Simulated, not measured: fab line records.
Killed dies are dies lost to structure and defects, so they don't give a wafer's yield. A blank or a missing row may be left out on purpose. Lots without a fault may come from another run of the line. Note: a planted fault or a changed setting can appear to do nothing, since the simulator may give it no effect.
Which tool was responsible?    flow gf180mcu    11 lots, 31 wafers sampled, at 6 steps of a route of 602

== WHAT THE GAUGES READ, wafer by wafer ==
GF_STI_BOW_MEAS_00.
lot   measured     on             INCOMING_BOW (um)
L250  day 1 10:02  film-metro-04  0 -5 -8
L251  day 1 15:01  film-metro-04  0 -3 0
L252  day 1 20:02  film-metro-01  12 -18 -2
L260  day 3 12:01  film-metro-01  5
L261  day 3 17:05  film-metro-02  6 2 13
L262  day 3 22:01  film-metro-04  9 10 7
L263  day 4 03:00  film-metro-02  5 3 -6
L264  day 4 08:00  film-metro-04  6 3 -8
L265  day 4 13:01  film-metro-01  2 -3 -5
L271  day 5 19:00  film-metro-01  5 -3 -2
L273  day 6 05:00  film-metro-04  7 -1 -7

GF_STI_THK_MEAS_24.
lot   measured     on             STI_CVD_23_THK (nm)
L250  day 2 04:41  film-metro-02  648 649 651
L251  day 2 09:16  film-metro-02  649 653 640
L252  day 2 14:51  film-metro-02  659 652 655
L260  day 4 10:17  film-metro-01  567 567
L261  day 4 12:54  film-metro-04  644 550 657 644 550 657
L262  day 4 17:14  film-metro-04  649 651 657
L263  day 4 23:57  film-metro-02  646 655 650
L264  day 5 03:31  film-metro-01  648 647 646
L265  day 5 09:41  film-metro-01  651 648 648
L271  day 6 15:52  film-metro-04  649 641 651
L273  day 7 01:46  film-metro-02  643 637 646

GF_VT_IMPLANT_TW_MEAS_32.
lot   measured      on             VT_IMPLANT_3_TW
L250  day 6 22:01   film-metro-04  267.0 267.5 266.7
L251  day 7 06:05   film-metro-03  272.1 272.0 272.6
L252  day 7 13:28   film-metro-02  266.4 265.2 265.9
L260  day 9 20:46   film-metro-02  263.6
L261  day 10 01:21  film-metro-02  264.9 266.0 267.1
L262  day 10 06:00  film-metro-04  269.6 269.5 270.0
L263  day 10 13:16  film-metro-03  270.0 269.4 270.5
L264  day 10 18:38  film-metro-03  270.1 271.3 271.2
L265  day 11 05:38  film-metro-02  267.2 268.2 267.3
L271  day 12 16:09  film-metro-03  269.4 268.6 269.7
L273  day 13 06:12  film-metro-02  264.0 264.3 264.6

== EACH LOT AND THE TOOL THAT RAN IT (in order: tool; ch and the chambers of the sampled wafers; start) ==
lot   GF_STI_CVD_23                    GF_STI_CMP_25                 GF_MVPSD_STRIP_10
L250  hdpcvd-02 ch 1,2, day 2 04:35    cmp-02 ch 0,1,3, day 2 04:49  plasma-asher-01 ch 0,1, day 5 00:04
L251  hdpcvd-02 ch 0,2, day 2 09:10    cmp-01 ch 0,1,2, day 2 09:22  plasma-asher-03 ch 0,1, day 5 07:32
L252  hdpcvd-02 ch 0,1,2, day 2 14:46  cmp-01 ch 1,2,3, day 2 14:56  plasma-asher-02 ch 0,1, day 5 14:04
L260  hdpcvd-02 ch 0, day 4 10:12      cmp-02 ch 3, day 4 13:19      plasma-asher-01 ch 0, day 7 16:59
L261  hdpcvd-02 ch 0,1,2, day 4 12:50  cmp-01 ch 2,3, day 4 18:29    plasma-asher-01 ch 0,1, day 7 21:05
L262  hdpcvd-01 ch 0,2, day 4 17:08    cmp-02 ch 0,2,3, day 4 17:20  plasma-asher-01 ch 0,1, day 8 02:32
L263  hdpcvd-01 ch 0,1,2, day 4 23:52  cmp-01 ch 0,1,3, day 5 00:01  plasma-asher-01 ch 0,1, day 8 08:20
L264  hdpcvd-01 ch 0,2, day 5 03:26    cmp-01 ch 0,1,3, day 5 03:35  plasma-asher-03 ch 0, day 8 13:56
L265  hdpcvd-01 ch 0,2, day 5 09:36    cmp-01 ch 1,2, day 5 09:47    plasma-asher-02 ch 0,1, day 8 23:14
L271  hdpcvd-01 ch 0,1,2, day 6 15:47  cmp-02 ch 1,2,3, day 6 15:55  plasma-asher-02 ch 0,1, day 10 07:12
L273  hdpcvd-01 ch 0,2, day 7 01:41    cmp-02 ch 0,2,3, day 7 01:55  plasma-asher-01 ch 0,1, day 10 19:50
- GF_STI_CVD_23: deposits SiO2, target thk 650 nm, time 108.3 s.
- GF_STI_CMP_25: polishes, stops on Si3N4, t overpolish 33 s, target thk 524.6 nm.
- GF_MVPSD_STRIP_10: strips in O2/N2.

== WHAT THE TOOLS THEMSELVES READ (means of the sampled wafers that have a number; where no wafer has one, the mark that the record gives instead) ==
GF_STI_CMP_25.
lot   tool    motor-current-A (A)  time-to-endpoint-s (s)
L250  cmp-02  11.1                 121
L251  cmp-01  12.1                 121
L252  cmp-01  11.6                 124
L260  cmp-02  10.5                 111
L261  cmp-01  11.9                 108
L262  cmp-02  11.3                 128
L263  cmp-01  12.1                 117
L264  cmp-01  11.9                 119
L265  cmp-01  11.6                 118
L271  cmp-02  11.2                 125
L273  cmp-02  11.2                 123

GF_MVPSD_STRIP_10.
lot   tool             drypump-motor-current-A (A)  heater-power-w (W)  oes-product-au (a.u.)  strip-time-to-endpoint-s (s)
L250  plasma-asher-01  5.9                          346                 0.722                  37.03
L251  plasma-asher-03  5.8                          349                 0.724                  36.89
L252  plasma-asher-02  5.5                          404                 0.714                  36.88
L260  plasma-asher-01  6.2                          374                 0.720                  37.02
L261  plasma-asher-01  5.6                          311                 0.723                  37.01
L262  plasma-asher-01  5.6                          309                 0.727                  37.03
L263  plasma-asher-01  5.9                          342                 0.719                  37.03
L264  plasma-asher-03  5.9                          322                 0.723                  36.89
L265  plasma-asher-02  5.5                          412                 0.724                  37.16
L271  plasma-asher-02  5.3                          399                 0.718                  36.97
L273  plasma-asher-01  5.6                          306                 0.724                  36.96

== THE ANSWER, worked out from the rows above alone ==
Rule: the usual values come from the lots themselves. Put in order of their means at a reading, lots are off if they are a third of the lots or fewer, leave a main group of 4 or more, and stand apart from it by a gap of 3 or more times the standard deviation of the main group's means; of several such gaps the widest counts. The tables above print the reading to a certain number of digits; a main group whose means all agree to those digits is not used. A lot without any number at a reading at which 4 lots or more have one is off too. Any other lot the step has rows for is counted as sound. After the gauges, taken in route order, come the tools' own readings; for these a lot's mean is taken, as printed above. At the first step where some lot is off, the reading lying furthest off is the one used; lots without a number count as furthest.
Off: L260, L261, at GF_STI_THK_MEAS_24 (STI_CVD_23_THK). For the main group the mean is 649 nm and the standard deviation 3.5.
If a tool, at a process step before that reading, ran all the lots that are off and no sound lot after the first of them, it fits. Those tools and the gauges at GF_STI_THK_MEAS_24 are tried in the same way. One fits: GF_STI_CVD_23 on hdpcvd-02. A fault onset in the window from L252 (day 2 14:46, its last sound lot) to L260 (day 4 10:12, its first lot off) fits.

== WHAT THE SIMULATOR PUT IN ==
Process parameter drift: hdpcvd-02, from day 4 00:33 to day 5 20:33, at GF_STI_CVD_23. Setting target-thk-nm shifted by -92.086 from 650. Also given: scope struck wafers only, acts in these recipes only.
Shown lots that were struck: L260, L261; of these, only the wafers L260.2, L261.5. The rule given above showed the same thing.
